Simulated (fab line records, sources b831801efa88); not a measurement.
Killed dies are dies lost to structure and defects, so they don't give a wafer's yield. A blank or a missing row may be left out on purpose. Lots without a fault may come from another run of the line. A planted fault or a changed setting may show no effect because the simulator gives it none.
Problem report in the 8D (eight disciplines) form, filled by code | flow sky130 | the parts of the form that need people (team, actions taken, sign-off) are left out

1. THE PROBLEM
spin_speed_rpm at SKY_PAD_OPEN_COAT_02 reads a mean of 2124.3 rpm on 6 wafers of 2 lots; wafers without a fault read 1999.6 rpm with a standard deviation of 1.5. That is +83 standard deviations from the usual mean.
The step: resist thk 3000 nm.
First seen on wafer L126.2, day 49 15:23, on litho_track-01. The record holds 33 wafers of 11 lots with a number at this step. Rule for "out", or "out of limits": more than 4 standard deviations from the usual mean. The other wafers with a number count as sound.

2. WHAT IT IS AND WHAT IT IS NOT
question                    | is                     | is not
which readings at this step | spin_speed_rpm         | exhaust_pa
which lots                  | L126, L127             | L114, L115, L116, L117, L120, L129, L130, L131, L132
which wafers of those lots  | all that have a number | -
read on which tools         | litho_track-01         | litho_track-02, litho_track-04
when                        | from day 49 15:23      | up to then (15 sound wafers); but 12 sound wafers of L129, L130, L131, L132 came after

3. SUSPECTS, AND WHAT RULES EACH OUT
Counting: a tool at a process step up to the reading stays a suspect if it ran every lot that is out and no sound lot after the first of them.
- pvd_sputter-03 at SKY_VIA4_SPUTTER_17 (material TiN, target thk 20 nm, time 80 s): ruled out as a lasting fault. Sound lots L129 ran on it after its first lot that is out, L126 (day 47 15:40).
- pvd_sputter-03 at SKY_METAL5_SPUTTER_02 (material AlCu, target thk 1150 nm, time 61.2 s): ruled out as a lasting fault. Sound lots L130, L132 ran on it after its first lot that is out, L126 (day 47 16:24).
- pvd_sputter-03 at SKY_METAL5_SPUTTER_03 (material Ti, target thk 5 nm, time 3.3 s): ruled out as a lasting fault. Sound lots L130, L132 ran on it after its first lot that is out, L126 (day 47 16:27).
- litho_track-01 at SKY_PAD_OPEN_COAT_02 (resist thk 3000 nm): kept. It ran every lot that is out, first L126 (day 49 15:23), and no sound lot after that; its last sound lot up to then is L116 (day 47 13:56). Its own readings are out on those wafers: spin_speed_rpm.
Left after counting: litho_track-01 at SKY_PAD_OPEN_COAT_02.

4. THE CAUSE (what the simulator had put in)
Process parameter drift: litho_track-01, from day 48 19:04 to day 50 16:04, at SKY_PAD_OPEN_COAT_02. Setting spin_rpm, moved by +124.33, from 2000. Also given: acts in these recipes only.
Counting left only this tool.

5. THE CHAIN OF EFFECTS, in route order
Each row: a reading whose mean over the struck wafers that have a number lies more than 3 standard deviations from the usual. Only readings for which the record gives a usual standard deviation are gone through. hours: the time from each lot's start at the first step in this table that gives one to its start at this step, as a median over the lots. sigmas: the change in usual standard deviations.
hours | step                  | reading                  | usual      | on struck wafers | change | sigmas
0     | SKY_PAD_OPEN_COAT_02  | spin_speed_rpm           | 1999.6 rpm | 2124.3           | +124.7 | +83
9     | SKY_PAD_OPEN_STRIP_08 | strip_time_to_endpoint_s | 37.08 s    | 36.05            | -1.02  | -11
The process steps in it:
- SKY_PAD_OPEN_COAT_02: resist thk 3000 nm.
- SKY_PAD_OPEN_STRIP_08: strips in O2/N2.

6. WHAT WOULD HAVE CAUGHT IT SOONER
In this record the first reading out of limits was taken at day 49 15:23, 20 hours after the fault began at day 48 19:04.
